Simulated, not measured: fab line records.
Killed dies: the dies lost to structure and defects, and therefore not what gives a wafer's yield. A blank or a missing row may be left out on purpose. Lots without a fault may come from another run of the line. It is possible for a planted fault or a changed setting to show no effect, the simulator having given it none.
fab line records + flow sky130
[record]
- lots = 6
- wafers = 17
- lastDay = 50
route steps=708 shown RES_XHIGH@332 SD_N@342 PAD_OPEN@708
lots that met no fault: taken from a fault-free run of the same line
startH: start of the lot's first displayed wafer, in hours after the record's first day + waitH: hours from the lot's prior step to this one + " same as the row above + L1.1+2: a single row standing in for several wafers + - value missing, or start not given + * or withheld: withheld + < > ~ a bound
route shown NAME@n: a module of which the file shows steps, and the number in the route of the first + usual: average and standard deviation across the fault-free wafers + same: alike in all rows + chamber/n: place in a boat + sites: readings site by site + _std_site: the values' standard deviation + _edge_site: mean of outer sites minus mean of inner sites + radiusMm: how far each site lies from the wafer's centre + mask NAME#n: copy n + behind: the last tool/chamber to shape the wafer + hold: the reason the lot was held/the length of the hold in hours/how it ended + device: whichever transistor did not switch (one of n, p or np) + end of line: the tests these same wafers got at the end of their route + where a step has no rows: the recipe by itself + killed: dies that structure and defects cost at the first sort, which is not the same as the wafer's yield + map: a wafer's dies, x killed, . not, _ none there
set.NAME: the setting the step ran with; set.NAME@STEP: the setting that earlier step ran with + model.NAME: the simulator's own value behind a step, which no gauge read
certain route steps with their lots: each step a table, each wafer a row
services: when a tool's chamber went out of use (startH, in hours from the record's first day, below 0 if earlier), for how many hours, and the reason
[[steps]]
[step SKY_RES_XHIGH_DEHYDRATE_00]
[recipe]
- tempC = 200
- timeS = 60
[step SKY_RES_XHIGH_HMDS_01]
[recipe]
- primeTimeS = 60
- primeTempC = 120
[step SKY_RES_XHIGH_COAT_02]
[recipe]
- resist = NOVOLAK
- spinRpm = 3000
- resistThkNm = 1140
[step SKY_RES_XHIGH_SOFTBAKE_03]
[recipe]
- tempC = 90
- timeS = 60
- resist = NOVOLAK
[step SKY_RES_XHIGH_EXPOSE_04]
[recipe]
- maskId = URPM
- na = 0.6
- sourceShape = conventional
- sigmaOuter = 0.6
- polarization = unpolarized
- targetCdNm = 1270
- doseMj = 140
[step SKY_RES_XHIGH_PEB_05]
[recipe]
- tempC = withheld
- timeS = *
- resist = NOVOLAK
[step SKY_RES_XHIGH_DEVELOP_06]
[recipe]
- resist = NOVOLAK
- developer = TMAH
- developTimeS = 60
- devTempC = 23
[step SKY_RES_XHIGH_IMPLANT_07]
[recipe]
- species = BF2
- energyKev = 20
- doseCm2 = 3.6e+14
- tiltDeg = 0
[step SKY_RES_XHIGH_STRIP_08]
[recipe]
- chemistry = O2/N2
- powerW = 1400
- pressureMtorr = 1500
- platenTempC = withheld
- o2FlowSccm = 3000
- n2FlowSccm = 300
- overashFraction = 0.5
[usual]
- drypumpMotorCurrentA = 5.9/0.45
- oesProductAu = 0.711/0.0046
- stripTimeToEndpointS = 14.28/0.038
| lot.wafer | tool           | chamber | startH | waitH | drypumpMotorCurrentA | oesProductAu | rfHoursCounterH | stripTimeToEndpointS |
|-----------|----------------|---------|--------|-------|----------------------|--------------|-----------------|----------------------|
| L248.1    | plasmaAsher-03 | 0       | 649.21 | 0.1   | 6.3                  | 0.715        | 82              | 14.34                |
| L248.5    | "              | 1       | "      | "     | 6.5                  | 0.714        | -               | 14.32                |
| L248.6    | "              | 0       | "      | "     | 6.3                  | 0.710        | -               | 14.34                |
| L247.1    | plasmaAsher-02 | 0       | 653.09 | 0.1   | 5.7                  | 0.709        | 21              | 14.21                |
| L247.4    | "              | 0       | "      | "     | 5.7                  | 0.706        | -               | 14.27                |
| L247.6    | "              | 0       | "      | "     | 5.7                  | 0.707        | -               | 14.26                |
| L254.2    | plasmaAsher-01 | 1       | 698.56 | 0.1   | 5.7                  | 0.708        | 57              | 14.33                |
| L254.6    | "              | 0       | "      | "     | 5.2                  | 0.711        | -               | 14.29                |
| L255.1    | plasmaAsher-01 | 1       | 709.26 | 0.1   | 5.7                  | 0.714        | 59              | 14.30                |
| L255.2    | "              | 0       | "      | "     | 5.2                  | 0.709        | 59              | 14.32                |
| L255.6    | "              | 1       | "      | "     | 5.7                  | 0.710        | -               | 14.25                |
| L266.1    | plasmaAsher-01 | 0       | 791.06 | 0.1   | 5.2                  | 0.705        | 67              | 14.27                |
| L266.4    | "              | 1       | "      | "     | 5.6                  | 0.718        | -               | 14.26                |
| L266.5    | "              | 0       | "      | "     | 5.2                  | 0.716        | -               | 14.29                |
| L267.2    | plasmaAsher-03 | 1       | 793.66 | 0.1   | 6.5                  | 0.714        | 98              | 14.20                |
| L267.4    | "              | 0       | "      | "     | 6.3                  | 0.707        | -               | 14.22                |
| L267.6    | "              | 1       | "      | "     | 6.5                  | 0.713        | -               | 14.20                |
[step SKY_RES_XHIGH_TW_MEAS_09]
[usual]
- RES_XHIGH_TW = 1635/28
| lot.wafer | tool         | chamber | startH | waitH | RES_XHIGH_TW |
|-----------|--------------|---------|--------|-------|--------------|
| L248.1    | filmMetro-02 | -       | 649.31 | 0.1   | 1639         |
| L248.5    | "            | -       | "      | "     | 1642         |
| L248.6    | "            | -       | "      | "     | 1643         |
| L247.1    | filmMetro-02 | -       | 653.19 | 0.1   | 1647         |
| L247.4    | "            | -       | "      | "     | 1641         |
| L247.6    | "            | -       | "      | "     | 1640         |
| L254.2    | filmMetro-01 | -       | 698.67 | 0.1   | 1605         |
| L254.6    | "            | -       | "      | "     | 1607         |
| L255.1    | filmMetro-01 | -       | 709.36 | 0.1   | 1609         |
| L255.2    | "            | -       | "      | "     | 1599         |
| L255.6    | "            | -       | "      | "     | 1602         |
| L266.1    | filmMetro-02 | -       | 791.16 | 0.1   | 1659         |
| L266.4    | "            | -       | "      | "     | 1647         |
| L266.5    | "            | -       | "      | "     | 1650         |
| L267.2    | filmMetro-01 | -       | 793.77 | 0.1   | 1612         |
| L267.4    | "            | -       | "      | "     | 1612         |
| L267.6    | "            | -       | "      | "     | 1609         |
[step SKY_SD_N_DEHYDRATE_00]
[recipe]
- tempC = 200
- timeS = 60
[step SKY_SD_N_HMDS_01]
[recipe]
- primeTimeS = 60
- primeTempC = 120
[step SKY_SD_N_COAT_02]
[recipe]
- resist = NOVOLAK
- spinRpm = 3000
- resistThkNm = 1140
[usual]
- dispensePressureKPa = 49/3.8
| lot.wafer | tool          | chamber | startH | waitH | dispensePressureKPa | model.NOVOLAK_of_SD_N_COAT_02.thkNm |
|-----------|---------------|---------|--------|-------|---------------------|-------------------------------------|
| L248.1    | lithoTrack-01 | 0       | 663.74 | 0.1   | 45                  | 1142                                |
| L248.5    | "             | 0       | "      | "     | 46                  | 1142                                |
| L248.6    | "             | 0       | "      | "     | 45                  | 1138                                |
| L247.1    | lithoTrack-03 | 0       | 667.36 | 0.1   | 54                  | 1142                                |
| L247.4    | "             | 0       | "      | "     | 54                  | 1140                                |
| L247.6    | "             | 0       | "      | "     | 54                  | 1141                                |
| L254.2    | lithoTrack-01 | 0       | 712.37 | 0.1   | 45                  | 1144                                |
| L254.6    | "             | 0       | "      | "     | 45                  | 1107                                |
| L255.1    | lithoTrack-01 | 0       | 723.39 | 0.1   | 46                  | 1103                                |
| L255.2    | "             | 0       | "      | "     | 46                  | 1141                                |
| L255.6    | "             | 0       | "      | "     | 46                  | 1101                                |
| L266.1    | lithoTrack-01 | 0       | 803.59 | 0.1   | 45                  | 1145                                |
| L266.4    | "             | 0       | "      | "     | 45                  | 1149                                |
| L266.5    | "             | 0       | "      | "     | 45                  | 1147                                |
| L267.2    | lithoTrack-01 | 0       | 806.27 | 0.1   | 45                  | 1144                                |
| L267.4    | "             | 0       | "      | "     | 45                  | 1143                                |
| L267.6    | "             | 0       | "      | "     | 45                  | 1142                                |
[step SKY_SD_N_SOFTBAKE_03]
[recipe]
- tempC = 90
- timeS = 60
- resist = NOVOLAK
[step SKY_SD_N_EXPOSE_04]
[recipe]
- maskId = NSDM
- na = 0.6
- sourceShape = conventional
- sigmaOuter = 0.6
- polarization = unpolarized
- targetCdNm = 380
- doseMj = 141
[step SKY_SD_N_PEB_05]
[recipe]
- tempC = withheld
- timeS = *
- resist = NOVOLAK
[step SKY_SD_N_DEVELOP_06]
[recipe]
- resist = NOVOLAK
- developer = TMAH
- developTimeS = 60
- devTempC = 23
[usual]
- developerTempC = 22.99/0.12
[same]
- developTimeS = 60
| lot.wafer | tool          | chamber | startH | waitH | developerTempC | model.NOVOLAK_of_SD_N_COAT_02.thkNm |
|-----------|---------------|---------|--------|-------|----------------|-------------------------------------|
| L248.1    | lithoTrack-01 | 0       | 677.69 | 0.1   | 23.09          | 1142                                |
| L248.5    | "             | 0       | "      | "     | 22.93          | 1142                                |
| L248.6    | "             | 0       | "      | "     | 22.68          | 1137                                |
| L247.1    | lithoTrack-04 | 0       | 681.52 | 0.1   | 22.94          | 1142                                |
| L247.4    | "             | 0       | "      | "     | 23.08          | 1139                                |
| L247.6    | "             | 0       | "      | "     | 23.00          | 1140                                |
| L254.2    | lithoTrack-04 | 0       | 726.75 | 0.1   | 22.96          | 1143                                |
| L254.6    | "             | 0       | "      | "     | 22.93          | 1107                                |
| L255.1    | lithoTrack-04 | 0       | 736.87 | 0.1   | 23.09          | 1103                                |
| L255.2    | "             | 0       | "      | "     | 23.05          | 1141                                |
| L255.6    | "             | 0       | "      | "     | 23.04          | 1101                                |
| L266.1    | lithoTrack-04 | 0       | 816.92 | 0.1   | 22.94          | 1145                                |
| L266.4    | "             | 0       | "      | "     | 22.88          | 1148                                |
| L266.5    | "             | 0       | "      | "     | 23.06          | 1147                                |
| L267.2    | lithoTrack-04 | 0       | 820.25 | 0.1   | 22.98          | 1143                                |
| L267.4    | "             | 0       | "      | "     | 22.86          | 1142                                |
| L267.6    | "             | 0       | "      | "     | 23.02          | 1141                                |
[step SKY_SD_N_CD_MEAS_07]
[recipe]
- targetCdNm = 380
[usual]
- cdNm = 379.8/2.4
| lot.wafer | tool     | chamber | startH | waitH | cdNm  |
|-----------|----------|---------|--------|-------|-------|
| L248.1    | cdSem-02 | -       | 677.84 | 0.1   | 383.8 |
| L248.5    | "        | -       | "      | "     | 384.2 |
| L248.6    | "        | -       | "      | "     | 383.9 |
| L247.1    | cdSem-02 | -       | 681.67 | 0.1   | 379.0 |
| L247.4    | "        | -       | "      | "     | 380.4 |
| L247.6    | "        | -       | "      | "     | 377.8 |
| L254.2    | cdSem-01 | -       | 726.89 | 0.1   | 380.8 |
| L254.6    | "        | -       | "      | "     | 381.2 |
| L255.1    | cdSem-01 | -       | 737.08 | 0.2   | 382.6 |
| L255.2    | "        | -       | "      | "     | 382.0 |
| L255.6    | "        | -       | "      | "     | 383.7 |
| L266.1    | cdSem-02 | -       | 817.07 | 0.1   | 380.6 |
| L266.4    | "        | -       | "      | "     | 379.9 |
| L266.5    | "        | -       | "      | "     | 378.4 |
| L267.2    | cdSem-02 | -       | 820.39 | 0.1   | 381.3 |
| L267.4    | "        | -       | "      | "     | 376.6 |
| L267.6    | "        | -       | "      | "     | 379.1 |
[step SKY_SD_N_OVL_MEAS_08]
[usual]
- SD_N_OVL = 0.5/1.4
| lot.wafer | tool       | chamber | startH | waitH | SD_N_OVL[nm] |
|-----------|------------|---------|--------|-------|--------------|
| L248.1    | overlay-02 | -       | 677.96 | 0.1   | 1.6          |
| L248.5    | "          | -       | "      | "     | 0.2          |
| L248.6    | "          | -       | "      | "     | 1.9          |
| L247.1    | overlay-01 | -       | 681.79 | 0.1   | 1.2          |
| L247.4    | "          | -       | "      | "     | 0.9          |
| L247.6    | "          | -       | "      | "     | -0.6         |
| L254.2    | overlay-01 | -       | 727.00 | 0.1   | 1.0          |
| L254.6    | "          | -       | "      | "     | 0.9          |
| L255.1    | overlay-01 | -       | 737.20 | 0.1   | 2.0          |
| L255.2    | "          | -       | "      | "     | 0.5          |
| L255.6    | "          | -       | "      | "     | 0.7          |
| L266.1    | overlay-02 | -       | 817.19 | 0.1   | 1.2          |
| L266.4    | "          | -       | "      | "     | 2.9          |
| L266.5    | "          | -       | "      | "     | 1.3          |
| L267.2    | overlay-01 | -       | 820.50 | 0.1   | -3.1         |
| L267.4    | "          | -       | "      | "     | 0.9          |
| L267.6    | "          | -       | "      | "     | -1.1         |
[step SKY_SD_N_IMPLANT_09]
[recipe]
- species = As
- energyKev = 50
- doseCm2 = 4e+15
- tiltDeg = 0
[step SKY_SD_N_IMPLANT_10]
[recipe]
- species = P
- energyKev = 20
- doseCm2 = 1e+14
- tiltDeg = 0
[step SKY_SD_N_STRIP_11]
[recipe]
- chemistry = O2/N2
- powerW = 1400
- pressureMtorr = 1500
- platenTempC = withheld
- o2FlowSccm = 3000
- n2FlowSccm = 300
- overashFraction = 0.5
[usual]
- drypumpMotorCurrentA = 5.9/0.53
- oesProductAu = 0.528/0.0046
- stripTimeToEndpointS = 22.57/0.046
| lot.wafer | tool           | chamber | startH | waitH | drypumpMotorCurrentA | oesProductAu | rfHoursCounterH | stripTimeToEndpointS |
|-----------|----------------|---------|--------|-------|----------------------|--------------|-----------------|----------------------|
| L248.1    | plasmaAsher-03 | 1       | 678.30 | 0.1   | 6.5                  | 0.523        | 85              | 22.57                |
| L248.5    | "              | 0       | "      | "     | 6.3                  | 0.527        | -               | 22.57                |
| L248.6    | "              | 1       | "      | "     | 6.5                  | 0.532        | -               | 22.53                |
| L247.1    | plasmaAsher-03 | 0       | 682.13 | 0.1   | 6.3                  | 0.528        | 86              | 22.56                |
| L247.4    | "              | 1       | "      | "     | 6.5                  | 0.529        | -               | 22.55                |
| L247.6    | "              | 0       | "      | "     | 6.3                  | 0.528        | -               | 22.56                |
| L254.2    | plasmaAsher-03 | 0       | 727.33 | 0.1   | 6.3                  | 0.517        | 91              | 22.58                |
| L254.6    | "              | 0       | "      | "     | 6.3                  | 0.519        | -               | 22.17                |
| L255.1    | plasmaAsher-03 | 0       | 737.54 | 0.1   | 6.3                  | 0.525        | 92              | 22.12                |
| L255.2    | "              | 1       | "      | "     | 6.5                  | 0.532        | 92              | 22.58                |
| L255.6    | "              | 1       | "      | "     | 6.5                  | 0.522        | -               | 22.14                |
| L266.1    | plasmaAsher-01 | 1       | 817.53 | 0.1   | 5.7                  | 0.528        | 70              | 22.60                |
| L266.4    | "              | 1       | "      | "     | 5.7                  | 0.534        | -               | 22.65                |
| L266.5    | "              | 1       | "      | "     | 5.7                  | 0.528        | -               | 22.62                |
| L267.2    | plasmaAsher-03 | 1       | 820.83 | 0.1   | 6.5                  | 0.529        | 101             | 22.57                |
| L267.4    | "              | 1       | "      | "     | 6.5                  | 0.532        | -               | 22.56                |
| L267.6    | "              | 0       | "      | "     | 6.3                  | 0.526        | -               | 22.54                |
[step SKY_SD_N_TW_MEAS_12]
[usual]
- SD_N_TW = 4011/68
| lot.wafer | tool         | chamber | startH | waitH | SD_N_TW |
|-----------|--------------|---------|--------|-------|---------|
| L248.1    | filmMetro-01 | -       | 678.40 | 0.1   | 3945    |
| L248.5    | "            | -       | "      | "     | 3909    |
| L248.6    | "            | -       | "      | "     | 3959    |
| L247.1    | filmMetro-04 | -       | 682.23 | 0.1   | 4027    |
| L247.4    | "            | -       | "      | "     | 4038    |
| L247.6    | "            | -       | "      | "     | 4033    |
| L254.2    | filmMetro-01 | -       | 727.44 | 0.1   | 3919    |
| L254.6    | "            | -       | "      | "     | 3930    |
| L255.1    | filmMetro-04 | -       | 737.64 | 0.1   | 4061    |
| L255.2    | "            | -       | "      | "     | 4068    |
| L255.6    | "            | -       | "      | "     | 4052    |
| L266.1    | filmMetro-04 | -       | 817.63 | 0.1   | 4079    |
| L266.4    | "            | -       | "      | "     | 4049    |
| L266.5    | "            | -       | "      | "     | 4050    |
| L267.2    | filmMetro-04 | -       | 820.94 | 0.1   | 4065    |
| L267.4    | "            | -       | "      | "     | 4056    |
| L267.6    | "            | -       | "      | "     | 4074    |
[step SKY_PAD_OPEN_PROBE_99]
[usual]
- killed_at_M0_to_M3 = 43/6.7
- killed_at_M4_up = 3.2/2.1
- killedAtContacts = 25/5.9
- killedAtFrontEnd = 16/4.7
- killedAtOther = 0.3/0.54
- killedDies = 87/9.8
- killedOpen = 47/6.7
- killedShort = 40/6.5
[same]
- grossDies = 492
- killedAtBackSide = 0
| lot.wafer | tool      | chamber | startH  | waitH | killed_at_M0_to_M3 | killed_at_M4_up | killedAtContacts | killedAtFrontEnd | killedAtOther | killedDies | killedOpen | killedShort |
|-----------|-----------|---------|---------|-------|--------------------|-----------------|------------------|------------------|---------------|------------|------------|-------------|
| L247.1    | prober-01 | -       | 1106.25 | 0.1   | 57                 | 2               | 19               | 23               | 0             | 101        | 53         | 48          |
| L247.4    | prober-01 | -       | 1106.40 | 0.2   | 38                 | 2               | 25               | 26               | 1             | 92         | 41         | 51          |
| L247.6    | prober-01 | -       | 1106.50 | 0.2   | 40                 | 6               | 23               | 19               | 0             | 88         | 44         | 44          |
| L255.1    | prober-02 | -       | 1145.13 | 0.1   | 42                 | 3               | 24               | 16               | 0             | 85         | 42         | 42          |
| L255.2    | prober-02 | -       | 1145.18 | 0.1   | 42                 | 1               | 17               | 18               | 0             | 78         | 48         | 30          |
| L255.6    | prober-02 | -       | 1145.38 | 0.2   | 42                 | 5               | 29               | 21               | 0             | 97         | 50         | 46          |
// killed by level:class
L247.1 VIA1:geometricParticle:open=18 METAL2:geometricParticle:short=10 FIELD_ISO:geometricParticle:open=9 VIA1:geometricParticle:short=6 LOCAL_INTERCONNECT:geometricParticle:short=5 FIELD_ISO:geometricParticle:short=4 LI_CONTACT:geometricParticle:open=4 CONTACT:geometricParticle:short=4
L247.4 VIA1:geometricParticle:open=9 VIA1:geometricParticle:short=9 POLY_GATE:geometricParticle:open=7 SPACER:geometricParticle:short=7 LI_CONTACT:geometricParticle:short=6 CONTACT:geometricParticle:open=6 FIELD_ISO:geometricParticle:short=5 CONTACT:geometricParticle:short=5
L247.6 LI_CONTACT:geometricParticle:open=9 VIA1:geometricParticle:open=8 FIELD_ISO:geometricParticle:short=7 VIA2:geometricParticle:open=6 VIA1:geometricParticle:short=6 FIELD_ISO:geometricParticle:open=5 CONTACT:geometricParticle:open=5 METAL1:geometricParticle:short=5
L255.1 CONTACT:geometricParticle:open=9 VIA2:geometricParticle:open=9 CONTACT:geometricParticle:short=7 METAL2:geometricParticle:short=7 VIA1:geometricParticle:short=6 VIA3:geometricParticle:open=6 POLY_GATE:geometricParticle:short=5 LI_CONTACT:geometricParticle:open=5
L255.2 VIA1:geometricParticle:open=10 VIA2:geometricParticle:open=8 VIA1:geometricParticle:short=7 FIELD_ISO:geometricParticle:open=6 VIA3:geometricParticle:open=6 FIELD_ISO:geometricParticle:short=5 LI_CONTACT:geometricParticle:open=5 CONTACT:geometricParticle:open=5
L255.6 VIA1:geometricParticle:open=15 METAL2:geometricParticle:short=9 CONTACT:geometricParticle:open=8 VIA2:geometricParticle:open=7 FIELD_ISO:geometricParticle:short=6 LI_CONTACT:geometricParticle:open=6 CONTACT:geometricParticle:short=6 LOCAL_INTERCONNECT:geometricParticle:short=5
[[services]]
| tool           | chamber | startH | hours | kind                     |
|----------------|---------|--------|-------|--------------------------|
| lithoTrack-04  | -       | 677.50 | -     | consumableReplace:filter |
| plasmaAsher-01 | -       | 755.24 | 1.5   | repair                   |
| plasmaAsher-03 | -       | 766.98 | 2.8   | pm                       |
| plasmaAsher-01 | -       | 818.45 | 2.8   | pm                       |
[[key]]
[firstSign]
- step = SKY_SD_N_STRIP_11
- reading = stripTimeToEndpointS
- direction = down
- sigmas = 9.2
- usual = *
- struck = *
effect none on later readings
[modelEffect]
- step = SKY_SD_N_COAT_02
- value = NOVOLAK_of_SD_N_COAT_02.thkNm
- without = 1142
- struck = 1104
[modelEffect]
- step = SKY_SD_N_DEVELOP_06
- value = NOVOLAK_of_SD_N_COAT_02.thkNm
- without = 1141
- struck = 1104
metAt SKY_SD_N_COAT_02
struckWafers L254.6,L255.1,L255.6
testerLeftOut L254,L255
onsetBetween 663.74 712.37
[fault]
- kind = processParameterDrift
- tool = lithoTrack-01
- chamber = -
- onsetH = 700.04
- steps = SKY_SD_N_COAT_02
- channel = resistThkNm
- offset = -37.45
- shape = step
- endH = 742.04
- scope = struckWafersOnly
- actsIn = theseRecipesOnly
- stated = 1140
// testerLeftOut: of these lots the tester's yield and bins aren't shown, on N5 and GAA mostly nor the transistor test; their killed dies are dies lost to structure and defects alone, not to doping, threshold or leakage, so they don't give the yield
